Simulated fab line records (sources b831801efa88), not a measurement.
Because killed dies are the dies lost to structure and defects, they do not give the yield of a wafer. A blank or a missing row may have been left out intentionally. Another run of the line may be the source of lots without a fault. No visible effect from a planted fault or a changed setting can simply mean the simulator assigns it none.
Matching of chambers    flow gf180mcu    GF_V2_CVD_02 on pecvd-02 has 3 sister chambers
The step deposits SiO2 from TEOS, target thk 850 nm, time 94.851 s. 3 wafers are shown with their chamber, then 9 later ones without.

== WAFERS PAIRED WITH THEIR CHAMBERS ==
wafer   chamber  heaterPowerW (W)
L087.5  1        533
L092.1  0        721
L092.5  2        783

== WAFERS WITH NO CHAMBER GIVEN ==
wafer   heaterPowerW (W)
L093.1  799
L093.4  535
L093.6  632
L095.1  599
L095.3  673
L095.4  650
L096.1  592
L096.2  665
L096.4  767

== THE CHAMBER EACH PASSED THROUGH ==
wafer   from the rows above           in truth
L093.1  can't be placed: 2 or 0       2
L093.4  1                             1
L093.6  can't be placed: 0 or 1 or 2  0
L095.1  can't be placed: 1 or 0       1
L095.3  can't be placed: 0 or 2 or 1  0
L095.4  can't be placed: 0 or 1 or 2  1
L096.1  can't be placed: 1 or 0       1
L096.2  can't be placed: 0 or 2 or 1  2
L096.4  can't be placed: 2 or 0       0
Placed correctly: 1 of 9. These rows do not allow placing 8 (true chamber among the candidates in 8). Wrongly placed: 0.
How it was worked out, from the rows above alone: a wafer's distance from a chamber is the root of the sum, over the readings, of the square of ((its reading less the chamber's mean) divided by the reading's scatter). If the next closest chamber is less than 2 further off than the closest, the wafer can't be placed; otherwise it belongs to the closest. For every chamber, the mean is computed from those of its wafers that are shown. The scatter: root of mean squared gap, hidden wafer to nearest shown wafer, with one shown wafer a chamber.
